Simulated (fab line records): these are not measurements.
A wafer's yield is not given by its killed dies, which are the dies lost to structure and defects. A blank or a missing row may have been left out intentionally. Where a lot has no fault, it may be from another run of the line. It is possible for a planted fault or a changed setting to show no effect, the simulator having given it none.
Comparing a struck lot with a sound one    flow sky130    16 steps out of a route of 708
Sound: these wafers, L818.1, L818.2, L818.3. Wafers L827.2, L827.4 were the ones struck. The cause comes at the end.
Order at every step that has rows: each side's tool, ch and its chambers, its first start. Under that, the readings that differ: sound wafers    struck wafers    difference of the means    sigmas: that difference in standard deviations of wafers without a fault.
alike: same words and numbers on both sides, and readings whose means sit less than 2 such deviations apart. not compared: any withheld reading, any reading some wafer has no value for, any bound like >300 that may hide the same value, and any number with overlapping values for which the record gives no deviation.
A row with sigmas, a row that says differs or no value, or rows on one side alone: a step with any of these is where the two part. Non-overlapping numbers with no deviation appear without sigmas and do not part them. Lack of a reading on every wafer of one side parts them only where that side has two or more wafers.

first, 2 steps without rows for these wafers: SKY_VT_ADJUST_PCH_PEB_05; SKY_VT_ADJUST_PCH_DEVELOP_06 (develop time 60 s).
SKY_VT_ADJUST_PCH_OVL_MEAS_07:
  sound: overlay-01 at day 13 17:46; struck: overlay-01 at day 16 13:20
  alike: VT_ADJUST_PCH_OVL
then, 1 step without rows for these wafers: SKY_VT_ADJUST_PCH_IMPLANT_08.
SKY_VT_ADJUST_PCH_STRIP_09: strips in O2/N2.
  sound on plasma_asher-01 ch 0,1, day 13 17:56; struck on plasma_asher-02 ch 1, day 16 13:31
  alike: drypump_motor_current_A, oes_product_au, strip_time_to_endpoint_s
  not compared: rf_hours_counter_h
SKY_VT_ADJUST_PCH_TW_MEAS_10:
  sound: film_metro-01 at day 13 18:02; struck: film_metro-01 at day 16 13:38
  alike: VT_ADJUST_PCH_TW
then, 6 steps without rows for these wafers: SKY_SONOS_TUNNEL_DEHYDRATE_00 (time 60 s); SKY_SONOS_TUNNEL_HMDS_01 (prime time 60 s); SKY_SONOS_TUNNEL_COAT_02 (resist thk 1140 nm); SKY_SONOS_TUNNEL_SOFTBAKE_03 (time 60 s); SKY_SONOS_TUNNEL_EXPOSE_04 (exposes mask TUNM, target cd 410 nm); SKY_SONOS_TUNNEL_PEB_05.
SKY_SONOS_TUNNEL_DEVELOP_06: develop time 60 s.
  sound on litho_track-02 ch 0, day 14 19:55; struck on litho_track-04 ch 0, day 17 18:04
  alike: chill_plate_temp_C
SKY_SONOS_TUNNEL_CD_MEAS_07 targets a cd of 410 nm.
  sound: cd_sem-01 at day 14 20:04; struck: cd_sem-01 at day 17 18:12
reading     sound              struck       difference  sigmas
cd_nm (nm)  407.0 405.1 405.2  393.1 393.7  -12.4       -5
SKY_SONOS_TUNNEL_OVL_MEAS_08:
  sound: overlay-02 at day 14 20:11; struck: overlay-01 at day 17 18:19
  alike: SONOS_TUNNEL_OVL
SKY_PAD_OPEN_PROBE_99:
  the record has rows for the sound wafers here (prober-01, day 48 07:14) and none for the struck ones

== WHERE THEY PART ==
First at SKY_SONOS_TUNNEL_CD_MEAS_07; last, within this record, at SKY_PAD_OPEN_PROBE_99.

WHY: whatever the simulator had introduced
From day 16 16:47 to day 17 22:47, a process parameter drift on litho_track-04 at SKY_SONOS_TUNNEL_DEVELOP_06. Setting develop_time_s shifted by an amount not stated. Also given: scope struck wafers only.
